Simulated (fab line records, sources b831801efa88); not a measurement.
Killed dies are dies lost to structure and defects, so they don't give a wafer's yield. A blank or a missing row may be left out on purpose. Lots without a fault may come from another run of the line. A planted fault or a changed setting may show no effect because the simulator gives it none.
fab line records | flow sfq_line
record lots=14 wafers=42 last_day=95
route steps=325 shown M4@159 I4@163 A5B@209
lots that met no fault: from a run of the same line without faults
start_h: hours from the record's first day to the start of the lot's first wafer shown | wait_h: hours since the lot's step before | " the same as in the row above | L1.1+2: a row that stands for several wafers | - no value, or no start given | * or withheld: withheld | < > ~ a bound
route shown NAME@n: a module of which the file shows steps, and the number in the route of the first | usual: mean/standard deviation of fault-free wafers | same: alike in all rows | chamber/n: place in a boat | sites: the reading at each site | _std_site: their standard deviation | _edge_site: outer sites' mean less inner sites' | radius_mm: how far each site lies from the wafer's centre | mask NAME#n: copy n | behind: the tool/chamber that last shaped the wafer | hold: why the lot was held/for how many hours/how that ended | device: the transistor (n, p or np) that didn't switch | end of line: the same wafers' tests at the end of the route | a step without rows: its recipe alone | killed: dies lost to structure and defects at the first sort, not the wafer's yield | map: a wafer's dies, x killed, . not, _ none there
set.NAME: the setting as run; set.NAME@STEP: as run at that earlier step | model.NAME: the simulator's own value behind a step, which no gauge read
steps of the route over a sample of lots; a table a step, a row a wafer
services: from which hour (start_h, from the record's first day; less than 0 if before it) a tool's chamber was out of use, for how many hours, and why
## steps
# step SFQ_TRILAYER_M4_BARC_OPEN_METAL_ETCH_123
# recipe mask_material=PR chemistry=O2 target_depth_nm=125 target=BARC icp_w=600 bias_w=80 pressure_mtorr=10 time_s=41.7
# usual drypump_motor_current_A=5.8/0.4 oes_product_au=0.684/0.0044 rf_fwd_power_W=592.9/2.9
# columns lot.wafer tool chamber start_h wait_h drypump_motor_current_A oes_product_au rf_fwd_power_W rf_hours_counter_h
L542.3 rie_metal-03 1 1277.71 0.0 5.3 0.684 594.1 -
L542.4 " 0 " " 5.4 0.690 593.3 -
L542.6 " 1 " " 5.3 0.682 591.5 -
L543.1 rie_metal-04 1 1278.89 0.0 6.0 0.680 592.5 67
L543.4 " 0 " " 6.2 0.677 587.4 -
L543.5 " 1 " " 6.0 0.685 592.0 -
L544.1 rie_metal-03 0 1281.29 0.0 5.3 0.692 597.3 3
L544.4 " 1 " " 5.3 0.678 591.7 -
L544.6 " 1 " " 5.3 0.676 594.5 -
L545.3 rie_metal-04 0 1283.71 0.0 6.2 0.681 590.5 -
L545.4 " 1 " " 6.1 0.681 595.2 -
L545.5 " 0 " " 6.2 0.682 589.3 -
L549.1 rie_metal-02 1 1297.64 0.0 6.2 0.670 599.9 107
L549.4 " 0 " " 5.4 0.683 591.1 -
L549.5 " 1 " " 6.3 0.680 598.1 -
L551.3 rie_metal-03 0 1306.08 0.1 5.4 0.685 592.6 -
L551.4 " 0 " " 5.4 0.681 593.9 -
L551.5 " 0 " " 5.4 0.683 595.7 -
L552.2 rie_metal-03 0 1309.66 0.0 5.4 0.682 592.0 -
L552.4 " 0 " " 5.4 0.681 594.1 -
L552.6 " 0 " " 5.4 0.678 590.9 -
L553.1 rie_metal-04 1 1310.84 0.0 6.1 0.685 593.9 72
L553.2 " 0 " " 6.2 0.684 588.4 40
L553.6 " 0 " " 6.2 0.685 589.9 -
L555.1 rie_metal-04 1 1314.44 0.0 6.0 0.691 592.4 73
L555.2 " 0 " " 6.2 0.684 589.7 41
L555.6 " 0 " " 6.2 0.680 590.0 -
L558.2 rie_metal-02 1 1320.44 0.0 6.2 0.691 596.3 111
L558.3 " 0 " " 5.4 0.686 592.8 -
L558.4 " 1 " " 6.2 0.684 595.6 -
L561.2 rie_metal-03 1 1326.44 0.0 5.3 0.689 592.0 0
L561.4 " 0 " " 5.4 0.684 593.6 -
L561.6 " 0 " " 5.4 0.681 592.8 -
L562.2 rie_metal-04 1 1346.84 0.0 6.0 0.690 597.4 77
L562.3 " 0 " " 6.2 0.682 592.5 -
L562.4 " 1 " " 6.1 0.684 596.5 -
L563.3 rie_metal-04 0 1349.26 0.0 6.2 0.686 589.7 -
L563.4 " 1 " " 6.1 0.681 594.9 -
L563.6 " 1 " " 6.0 0.689 592.5 -
L564.1 rie_metal-02 0 1352.84 0.0 5.4 0.695 593.8 36
L564.3 " 0 " " 5.4 0.682 592.5 -
L564.6 " 1 " " 6.3 0.688 597.7 -
# step SFQ_TRILAYER_I4_DEP_PECVD_099
# recipe material=SiO2 temp_c=150 time_s=111.11 pressure_torr=2.4 rf_w=183.3 precursor=SiH4/N2O target_thk_nm=500
# usual chamber_pressure_Torr=2.399/0.0052 heater_power_outer_w=27/8.2 heater_power_w=78/12 rf_fwd_power_W=182.3/0.53 throttle_valve_pct=25.2/0.86
# columns lot.wafer tool chamber start_h wait_h chamber_pressure_Torr heater_power_outer_w heater_power_w rf_fwd_power_W throttle_valve_pct
L542.3 pecvd-04 2 1278.65 0.0 2.413 23 72 182.7 25.2
L542.4 " 0 " " 2.397 37 83 182.5 25.3
L542.6 " 2 " " 2.398 24 73 182.4 25.3
L543.1 pecvd-01 2 1279.85 0.0 2.397 25 75 182.9 25.3
L543.4 " 2 " " 2.391 27 79 182.2 25.3
L543.5 " 0 " " 2.401 18 73 182.1 26.2
L544.1 pecvd-02 0 1282.25 0.0 2.401 20 52 182.5 25.8
L544.4 " 1 " " 2.400 27 76 181.7 25.5
L544.6 " 2 " " 2.402 37 93 182.3 25.1
L545.3 pecvd-01 2 1284.65 0.0 2.404 33 87 182.6 25.2
L545.4 " 2 " " 2.400 35 88 181.7 25.5
L545.5 " 1 " " 2.407 29 84 183.2 23.0
L549.1 pecvd-04 2 1298.60 0.0 2.397 22 69 182.6 25.5
L549.4 " 0 " " 2.400 35 85 182.9 25.6
L549.5 " 2 " " 2.395 23 73 181.7 25.2
L551.3 pecvd-01 0 1307.80 0.0 2.397 19 75 182.1 26.6
L551.4 " 0 " " 2.400 9 61 182.8 26.5
L551.5 " 1 " " 2.389 24 77 182.0 23.5
L552.2 pecvd-04 2 1311.39 0.0 2.398 24 73 182.4 25.2
L552.4 " 2 " " 2.398 13 59 181.9 25.2
L552.6 " 0 " " 2.399 36 87 182.6 25.6
L553.1 pecvd-02 1 1311.80 0.0 2.408 25 76 181.9 25.5
L553.2 " 2 " " 2.392 35 91 182.7 25.1
L553.6 " 0 " " 2.395 13 43 182.2 25.8
L555.1 pecvd-02 1 1315.40 0.0 2.401 20 72 181.3 25.5
L555.2 " 0 " " 2.392 19 50 183.2 25.6
L555.6 " 0 " " 2.395 21 52 182.5 25.8
L558.2 pecvd-04 0 1321.42 0.0 2.402 36 85 181.6 25.5
L558.3 " 1 " " 2.403 36 92 181.3 24.9
L558.4 " 0 " " 2.404 36 89 182.1 25.4
L561.2 pecvd-01 1 1327.42 0.0 2.394 21 75 181.6 23.6
L561.4 " 0 " " 2.399 17 73 182.4 26.5
L561.6 " 1 " " 2.396 24 77 182.4 23.5
L562.2 pecvd-02 0 1347.80 0.0 2.393 28 63 182.4 23.4
L562.3 " 2 " " 2.398 40 99 182.6 23.3
L562.4 " 1 " " 2.403 28 82 182.6 23.5
L563.3 pecvd-04 2 1350.20 0.0 2.406 23 71 183.0 25.2
L563.4 " 1 " " 2.402 38 95 182.3 25.0
L563.6 " 0 " " 2.405 40 91 182.4 25.5
L564.1 pecvd-01 1 1353.80 0.0 2.396 27 82 182.8 23.8
L564.3 " 0 " " 2.388 10 62 182.3 26.7
L564.6 " 0 " " 2.396 13 68 181.8 26.6
# step SFQ_I4_BOW_MEAS_927
# recipe mode=bow
# usual I4_BOW=4/10
# columns lot.wafer tool chamber start_h wait_h I4_BOW[um]
L542.3 film_metro-04 - 1306.19 2.5 -11
L542.4 " - " " -9
L542.6 " - " " -7
L543.1 film_metro-01 - 1307.15 2.0 3
L543.4 " - " " -2
L543.5 " - " " -6
L544.1 film_metro-03 - 1309.15 1.0 13
L544.4 " - " " 6
L544.6 " - " " 8
L545.3 film_metro-01 - 1312.19 2.5 10
L545.4 " - " " 0
L545.5 " - " " 6
L549.1 film_metro-03 - 1324.15 1.5 8
L549.4 " - " " 2
L549.5 " - " " 15
L551.3 film_metro-04 - 1330.19 1.0 13
L551.4 " - " " 0
L551.5 " - " " 10
L552.2 film_metro-03 - 1332.24 1.0 -9
L552.4 " - " " -3
L552.6 " - " " 10
L553.1 film_metro-01 - 1333.15 2.5 6
L553.2 " - " " 3
L553.6 " - " " 23
L555.1 film_metro-03 - 1338.22 2.0 16
L555.2 " - " " 6
L555.6 " - " " 2
L558.2 film_metro-03 - 1344.24 1.5 5
L558.3 " - " " 0
L558.4 " - " " -14
L561.2 film_metro-04 - 1348.17 2.5 -2
L561.4 " - " " -4
L561.6 " - " " 3
L562.2 film_metro-04 - 1357.17 2.5 2
L562.3 " - " " 12
L562.4 " - " " 3
L563.3 film_metro-03 - 1357.55 2.5 -14
L563.4 " - " " -15
L563.6 " - " " -18
L564.1 film_metro-04 - 1360.15 1.0 3
L564.3 " - " " 11
L564.6 " - " " -2
# step SFQ_TRILAYER_A5B_DEP_PECVD_129
# recipe material=SiO2 temp_c=150 time_s=133.33 pressure_torr=2.4 rf_w=183.3 precursor=SiH4/N2O target_thk_nm=600
# usual chamber_pressure_Torr=2.399/0.0046 heater_power_outer_w=27/9.6 heater_power_w=79/14 rf_fwd_power_W=182.5/0.6 throttle_valve_pct=24.9/1.3
# columns lot.wafer tool chamber start_h wait_h chamber_pressure_Torr heater_power_outer_w heater_power_w rf_fwd_power_W throttle_valve_pct
L542.3 pecvd-01 2 1440.68 0.0 2.404 24 74 182.7 25.5
L542.4 " 1 " " 2.403 16 70 182.6 23.8
L542.6 " 0 " " 2.398 20 73 182.8 27.2
L543.1 pecvd-04 0 1443.08 0.0 2.403 34 80 182.3 25.7
L543.4 " 1 " " 2.399 32 88 181.9 25.0
L543.5 " 2 " " 2.409 21 69 182.7 25.4
L544.1 pecvd-01 1 1445.48 0.0 2.407 23 75 183.2 23.9
L544.4 " 2 " " 2.399 23 74 181.9 25.8
L544.6 " 1 " " 2.402 24 81 181.6 23.8
L545.3 pecvd-04 1 1447.88 0.0 2.400 31 86 182.9 25.0
L545.4 " 1 " " 2.405 33 89 183.3 25.2
L545.5 " 0 " " 2.406 29 75 181.8 25.5
L549.1 pecvd-04 2 1474.37 0.0 2.402 22 71 183.5 25.3
L549.4 " 1 " " 2.399 37 96 182.8 25.0
L549.5 " 2 " " 2.403 23 73 183.5 25.4
L551.3 pecvd-04 0 1494.77 0.0 2.396 37 87 182.9 25.5
L551.4 " 0 " " 2.410 39 91 182.0 25.2
L551.5 " 1 " " 2.396 34 89 182.4 25.2
L552.2 pecvd-01 1 1610.98 0.0 - - - - -
L552.4 " 1 " " - - - - -
L552.6 " 0 " " - - - - -
L553.1 pecvd-04 2 1615.60 0.0 - - - - -
L553.2 " 1 " " - - - - -
L553.6 " 2 " " - - - - -
L555.1 pecvd-03 1 1621.60 0.0 2.408 33 86 183.2 24.7
L555.2 " 0 " " 2.406 40 95 181.8 24.2
L555.6 " 2 " " 2.399 11 48 182.8 26.2
L558.2 pecvd-03 1 1631.33 0.0 2.394 36 87 182.8 24.9
L558.3 " 2 " " 2.396 11 50 183.1 26.3
L558.4 " 1 " " 2.396 38 90 181.9 24.6
L561.2 pecvd-04 1 1738.14 0.0 2.397 36 95 183.2 22.8
L561.4 " 1 " " 2.391 37 98 182.9 22.8
L561.6 " 2 " " 2.393 23 72 182.3 23.5
L562.2 pecvd-04 2 1751.17 0.0 2.400 25 75 182.4 23.5
L562.3 " 0 " " 2.399 28 77 182.4 22.8
L562.4 " 2 " " 2.404 14 62 181.9 23.5
L563.3 pecvd-04 1 1754.81 0.0 2.396 32 89 183.0 23.0
L563.4 " 0 " " 2.394 39 90 182.3 22.9
L563.6 " 1 " " 2.400 35 94 182.8 23.2
L564.1 pecvd-04 1 1757.17 0.0 2.397 37 96 182.0 23.1
L564.3 " 0 " " 2.402 33 86 182.4 23.2
L564.6 " 1 " " 2.401 40 99 182.3 22.9
# step SFQ_TRILAYER_A5B_METRO_MEASURE_131
# columns lot.wafer tool chamber start_h wait_h
L542.3+4+6 film_metro-01 - 1445.35 2.4
L543.1+4+5 film_metro-04 - 1447.95 2.5
L544.1+4+6 film_metro-04 - 1450.95 1.5
L545.3+4+5 film_metro-01 - 1454.08 2.4
L549.1+4+5 film_metro-04 - 1477.46 1.5
L551.3+4+5 film_metro-04 - 1498.26 1.9
L552.2+4+6 film_metro-02 - 1614.27 1.2
L553.1+2+6 film_metro-01 - 1618.70 2.5
L555.1+2+6 film_metro-04 - 1624.70 2.5
L558.2+3+4 film_metro-01 - 1634.62 1.2
L561.2+4+6 film_metro-04 - 1741.43 1.7
L562.2+3+4 film_metro-04 - 1754.46 1.2
L563.3+4+6 film_metro-02 - 1758.30 2.4
L564.1+3+6 film_metro-01 - 1760.90 1.0
## services
# columns tool chamber start_h hours kind
pecvd-04 - 1273.83 0.2 repair
pecvd-04 - 1316.47 1.1 repair
pecvd-01 - 1324.15 1.4 repair
film_metro-04 - 1336.54 0.7 pm
pecvd-01 1 1360.70 21.8 repair
pecvd-04 0 1363.55 6.6 repair
film_metro-04 - 1398.08 1.1 pm
film_metro-04 - 1407.56 2.6 repair
pecvd-01 - 1409.36 0.2 repair
pecvd-04 2 1421.17 4.6 repair
pecvd-01 - 1468.42 6.0 pm
film_metro-04 - 1473.65 1.3 pm
pecvd-04 - 1485.15 2.3 repair
pecvd-04 - 1512.06 2.8 pm
pecvd-01 2 1524.22 31.0 repair
pecvd-04 - 1542.88 12.1 repair
pecvd-01 0 1555.79 10.8 repair
pecvd-04 - 1669.32 0.3 repair
pecvd-01 - 1671.50 0.8 repair
pecvd-04 - 1686.25 14.0 pm
pecvd-01 - 1706.47 0.3 repair
pecvd-01 - 1729.74 14.6 pm
pecvd-04 2 1753.22 4.1 repair
pecvd-04 1 1761.19 16.4 repair
## key
first_sign step=SFQ_TRILAYER_A5B_DEP_PECVD_129 reading=tool_record direction=missing
effect none on later readings
met_at SFQ_TRILAYER_A5B_DEP_PECVD_129
struck_lots L552,L553
not_acting_at SFQ_TRILAYER_M4_BARC_OPEN_METAL_ETCH_123,SFQ_TRILAYER_I4_DEP_PECVD_099,SFQ_I4_BOW_MEAS_927
onset_between 1494.77 1610.98
fault kind=skipped_step_whole tool=pecvd-01,pecvd-04 chamber=- onset_h=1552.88 steps=SFQ_TRILAYER_A5B_DEP_PECVD_129 scope=struck_lots_only
